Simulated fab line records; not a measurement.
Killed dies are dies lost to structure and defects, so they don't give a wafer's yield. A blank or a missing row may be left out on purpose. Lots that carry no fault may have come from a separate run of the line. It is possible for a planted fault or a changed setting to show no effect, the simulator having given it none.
Struck lot and sound lot, side by side    flow sky130    14 out of 708 route steps
Sound: wafers L239.2, L239.5, L239.6. Struck: wafers L252.1, L252.2, L252.5. At the end, the cause is stated.
At each step with rows: each side's tool, then ch and its chambers, then its first start. Under that, the readings that differ: sound wafers    struck wafers    difference of the means    sigmas: that difference in standard deviations of wafers without a fault.
alike: words and numbers the same on both sides, and readings whose means are apart by under 2 such deviations; not compared: readings that were withheld, readings missing a value for some wafer, numbers with overlapping values and no deviation given by the record, and bounds like >300 which may hide the same value.
A row with sigmas, a row that says differs or no value, or rows on one side alone: a step with any of these is where the two part. Numbers that have no deviation but don't overlap get no sigmas and don't part them. A reading missing from all wafers of one side parts the sides only when that side holds two or more wafers.

SKY_VIA1_ETCH_14: etches BARC in N2/H2, stops on SiO2, time 45.9 s, target depth 60 nm.
  sound on rieDiel-04 ch 0,1, day 34 19:46; struck on rieDiel-01 ch 0,2, day 38 23:44
  alike: drypumpMotorCurrentA, oesProductAu, throttleValvePct
  not compared: rfHoursCounterH
SKY_VIA1_ETCH_15: etches SiO2 in C4F8/O2/Ar, stops on TiN, target depth 351 nm, time 54 s.
  sound on rieDiel-04 ch 0,1, day 34 19:49; struck on rieDiel-01 ch 0,2, day 38 23:46
  alike: oesProductAu
  not compared: rfHoursCounterH
then, 6 steps without rows for these wafers: SKY_VIA1_STRIP_16 (strips in O2/N2); SKY_VIA1_STRIP_17 (strips in post etch residue remover, time 1200 s); SKY_VIA1_CLEAN_18 (cleans in IPA, time 180 s); SKY_VIA1_CLEAN_19 (cleans in O3/DIW); SKY_VIA1_SPUTTER_20 (material TiN, target thk 20 nm, time 80 s); SKY_VIA1_CVD_21 (deposits W, target thk 270 nm, time 80.902 s).
SKY_VIA1_RS_MEAS_22: the measuring method here is four-point-probe.
  struck on filmMetro-02, day 39 00:34; sound on filmMetro-02, day 34 20:40
  alike: VIA1_W_RS
SKY_VIA1_THK_MEAS_23: measures by xrf.
  struck on filmMetro-02, day 39 00:41; sound on filmMetro-02, day 34 20:46
  alike: VIA1_W_THK
SKY_VIA1_CMP_24: polishes, stops on SiO2, t overpolish 15 s, target thk 0 nm.
  sound on cmp-02 ch 0,1,2, day 34 21:08; struck on cmp-02 ch 1,2, day 39 00:48
  alike: headPressurePsi, motorCurrentA, overpolishRunS, timeToEndpointS
SKY_METAL2_SPUTTER_00: material Ti, target thk 15 nm, time 10 s.
  struck on pvdSputter-01, day 39 01:08; sound on pvdSputter-03, day 34 21:17
reading               sound           struck          difference  sigmas
throttleValvePct (%)  28.9 29.5 29.8  30.8 31.6 31.1  +1.8        +2
  alike: cathodeDcPowerW, chamberPressurePa
SKY_METAL2_SPUTTER_01: material TiN, target thk 20 nm, time 16.7 s.
  struck on pvdSputter-01, day 39 01:10; sound on pvdSputter-03, day 34 21:19
  no value came back on the struck wafers for cathodeDcPowerW (W), chamberPressurePa (Pa), throttleValvePct (%); on the sound wafers cathodeDcPowerW (W) reads 6497.0 6501.5 6501.5
SKY_METAL2_SPUTTER_02: material AlCu, target thk 250 nm, time 13.3 s.
  struck on pvdSputter-01, day 39 01:11; sound on pvdSputter-03, day 34 21:20
reading               sound           struck          difference  sigmas
throttleValvePct (%)  28.5 29.4 29.9  30.9 31.4 31.2  +1.9        +2
  alike: cathodeDcPowerW, chamberPressurePa

== WHERE THEY PART ==
At SKY_METAL2_SPUTTER_00 first; at SKY_METAL2_SPUTTER_02 last (within this record only).

WHY: what the simulator had put in
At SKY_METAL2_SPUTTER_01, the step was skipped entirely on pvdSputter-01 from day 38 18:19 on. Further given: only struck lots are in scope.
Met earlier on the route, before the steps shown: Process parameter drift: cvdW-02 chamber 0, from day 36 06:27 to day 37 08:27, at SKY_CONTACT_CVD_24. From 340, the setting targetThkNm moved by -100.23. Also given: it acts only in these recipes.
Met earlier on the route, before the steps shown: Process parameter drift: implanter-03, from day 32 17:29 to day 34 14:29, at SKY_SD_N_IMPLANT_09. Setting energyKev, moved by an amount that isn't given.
